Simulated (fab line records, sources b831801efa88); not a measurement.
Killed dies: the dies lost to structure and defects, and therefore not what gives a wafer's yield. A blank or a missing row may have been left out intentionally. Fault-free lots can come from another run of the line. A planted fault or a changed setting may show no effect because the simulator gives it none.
What tool caused it?	flow sky130	Sampling: 12 lots, 36 wafers, 5 of 708 route steps

WHAT EACH GAUGE READ, for each wafer
SKY_LDD_LDN_OVL_MEAS_07. Usual: for LDD_LDN_OVL the level is -0.1 nm and the standard deviation is 1.5.
lot	measured	on	LDD_LDN_OVL (nm)	flag
L313	day 25 00:36	overlay-01	2.9 2.6 3.6	
L314	day 26 04:03	overlay-02	2.4 0.1 0.3	
L317	day 26 16:24	overlay-02	1.9 1.3 1.4	
L318	day 27 07:10	overlay-01	-0.8 -0.4 -1.8	
L319	day 27 11:44	overlay-02	-1.7 2.6 -1.0	
L322	day 28 15:40	overlay-02	1.2 2.4 0.7	
L325	day 29 08:28	overlay-01	1.1 1.5 1.5	
L324	day 29 12:01	overlay-02	-2.4 -3.6 0.5	
L327	day 30 01:16	overlay-01	1.5 -0.4 2.3	
L328	day 30 04:22	overlay-01	-1.6 -1.6 -1.1	
L329	day 30 11:18	overlay-02	-0.9 1.2 -0.5	
L332	day 31 10:04	overlay-02	-1.5 -0.8 0.1	

SKY_SPACER_THK_MEAS_01. Usual: for SPACER_CVD_00_THK the level is 42.8 nm and the standard deviation is 0.43.
lot	measured	on	SPACER_CVD_00_THK (nm)	flag
L313	day 25 02:39	film-metro-02	43.0 43.2 43.1	
L314	day 26 06:06	film-metro-04	43.0 42.7 43.1	
L317	day 26 18:28	film-metro-02	42.7 43.0 42.7	
L318	day 27 09:13	film-metro-03	43.5 43.3 42.9	
L319	day 27 15:07	film-metro-02	42.6 43.2 42.7	
L322	day 28 17:43	film-metro-04	43.3 43.2 43.4	
L325	day 29 10:32	film-metro-02	42.4 42.4 42.0	
L324	day 29 14:05	film-metro-03	42.9 42.4 42.3	
L327	day 30 03:19	film-metro-02	42.0 42.5 42.5	
L328	day 30 06:56	film-metro-02	42.5 42.7 42.7	
L329	day 30 13:21	film-metro-04	42.9 42.6 42.9	
L332	day 31 13:40	film-metro-04	43.2 42.6 43.0	

SKY_SD_N_RS_MEAS_17: uses a four-point probe to measure. Usual: for SD_P_RS the level is 147.0 ohm/sq and the standard deviation is 0.45.
lot	measured	on	SD_P_RS (ohm/sq)	flag
L313	day 30 00:31	film-metro-01	146.7 146.7 146.9	
L314	day 31 03:40	film-metro-03	146.8 147.1 147.3	
L317	day 31 12:52	film-metro-03	146.8 146.7 146.9	
L318	day 32 05:59	film-metro-01	146.7 146.4 146.5	
L319	day 32 11:11	film-metro-01	146.5 146.9 146.8	
L322	day 33 11:09	film-metro-03	147.0 147.3 147.2	
L325	day 34 00:33	film-metro-04	150.3 150.8 150.0	OFF
L324	day 34 05:40	film-metro-03	149.6 149.2 150.0	OFF
L327	day 34 18:28	film-metro-01	149.1 149.2 148.8	OFF
L328	day 34 22:09	film-metro-01	146.8 147.4 146.7	
L329	day 35 02:58	film-metro-04	147.2 147.3 147.2	
L332	day 36 03:02	film-metro-01	146.7 147.1 147.1	

WHICH TOOL RAN EACH LOT (tool, then ch and the chambers of the sampled wafers, then the start)
lot	SKY_POLY_CUT_ETCH_10	SKY_SD_P_IMPLANT_09
L313	rie-diel-04 ch 0,2,3, day 26 07:58	implanter-02 ch 0, day 27 13:37
L314	rie-diel-03 ch 1,2,3, day 27 11:52	implanter-04 ch 0, day 28 17:15
L317	rie-diel-02 ch 1,3, day 27 23:58	implanter-01 ch 0, day 29 04:09
L318	rie-diel-02 ch 0,2, day 28 14:27	implanter-01 ch 0, day 29 20:49
L319	rie-diel-02 ch 0,1,2, day 28 20:45	implanter-04 ch 0, day 30 01:39
L322	rie-diel-03 ch 0,1,2, day 29 22:56	implanter-01 ch 0, day 31 03:02
L325	rie-diel-04 ch 1,3, day 30 14:35	implanter-01 ch 0, day 31 18:20
L324	rie-diel-03 ch 2,3, day 30 18:05	implanter-01 ch 0, day 31 22:30
L327	rie-diel-02 ch 0,2, day 31 07:27	implanter-01 ch 0, day 32 12:00
L328	rie-diel-03 ch 0,3, day 31 11:11	implanter-02 ch 0, day 32 15:07
L329	rie-diel-02 ch 0,1,2, day 31 17:22	implanter-02 ch 0, day 32 20:39
L332	rie-diel-04 ch 1,3, day 32 17:31	implanter-02 ch 0, day 33 20:22
- SKY_POLY_CUT_ETCH_10: etches BARC in N2/H2, stops on SiO2, time 45.9 s, target depth 60 nm.
- SKY_SD_P_IMPLANT_09

AS READ BY THE TOOLS THEMSELVES (means over the sampled wafers that have a number; for cases with no such wafer, the mark the record gives instead)
SKY_POLY_CUT_ETCH_10. Usual: chamber-pressure-mTorr 30.001 mTorr, standard deviation 0.029; drypump-motor-current-A 5.7 A, standard deviation 0.58; oes-product-au 0.854 a.u., standard deviation 0.0044; throttle-valve-pct 13.226 %, standard deviation 0.0094.
lot	tool	chamber-pressure-mTorr (mTorr)	drypump-motor-current-A (A)	oes-product-au (a.u.)	throttle-valve-pct (%)	flag
L313	rie-diel-04	29.975	5.7	0.854	13.232	
L314	rie-diel-03	30.042	6.3	0.853	13.236	
L317	rie-diel-02	29.991	5.5	0.855	13.222	
L318	rie-diel-02	29.976	6.0	0.853	13.223	
L319	rie-diel-02	29.982	5.5	0.850	13.223	
L322	rie-diel-03	30.002	5.8	0.852	13.231	
L325	rie-diel-04	29.986	5.4	0.857	13.224	
L324	rie-diel-03	29.982	6.2	0.854	13.223	
L327	rie-diel-02	29.995	6.0	0.855	13.222	
L328	rie-diel-03	30.010	5.8	0.859	13.224	
L329	rie-diel-02	29.997	5.5	0.860	13.236	
L332	rie-diel-04	30.022	5.5	0.857	13.229	

SKY_SD_P_IMPLANT_09. Usual: beam-energy-keV 20.000, standard deviation 0.0061; faraday-current-uA 12430, standard deviation 470.
lot	tool	beam-energy-keV	faraday-current-uA	flag
L313	implanter-02	20.001	12953	
L314	implanter-04	19.991	12972	
L317	implanter-01	20.002	12174	
L318	implanter-01	19.997	12094	
L319	implanter-04	20.004	13072	
L322	implanter-01	19.996	12048	
L325	implanter-01	19.223	12198	OFF
L324	implanter-01	19.229	12084	OFF
L327	implanter-01	19.232	11991	OFF
L328	implanter-02	20.001	12723	
L329	implanter-02	20.004	12754	
L332	implanter-02	19.998	12867	

THE ANSWER, worked out from the rows above alone
Rule: a lot counts as off when the mean over its wafers that have a number is more than 3 standard deviations away from the usual mean. A lot without any number at a reading at which 4 lots or more have one is off too. Any other lot the step has rows for is counted as sound. Order of review: gauges by route order, followed by the tools' own readings, for which a lot's mean as printed above is used. The first step at which some lot is off is used, and at that step the reading that is off furthest; a lot without a number counts as furthest.
Off: L325, L324, L327, at SKY_SD_N_RS_MEAS_17 (SD_P_RS).
If a tool, at a process step before that reading, ran all the lots that are off and no sound lot after the first of them, it fits. Not tried: the gauges at SKY_SD_N_RS_MEAS_17; whatever is off there is also off at SKY_SD_P_IMPLANT_09, on other tools, and gauge error can't account for it. One fits: implanter-01 at SKY_SD_P_IMPLANT_09. A fault onset in the window from L322 (day 31 03:02, its last sound lot) to L325 (day 31 18:20, its first lot off) fits.
On the lots that are off, the tool's own readings at SKY_SD_P_IMPLANT_09 differ by more than 5 times the standard deviation of the sound lots' means, which bears it out; beam-energy-keV reads 19.228 there versus 19.999 on the sound lots.

WHAT THE SIMULATOR PUT IN
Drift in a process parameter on implanter-01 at SKY_SD_P_IMPLANT_09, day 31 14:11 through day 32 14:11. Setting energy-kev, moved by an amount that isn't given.
Lots struck among those shown: L325, L324, L327. The rule above found the same.
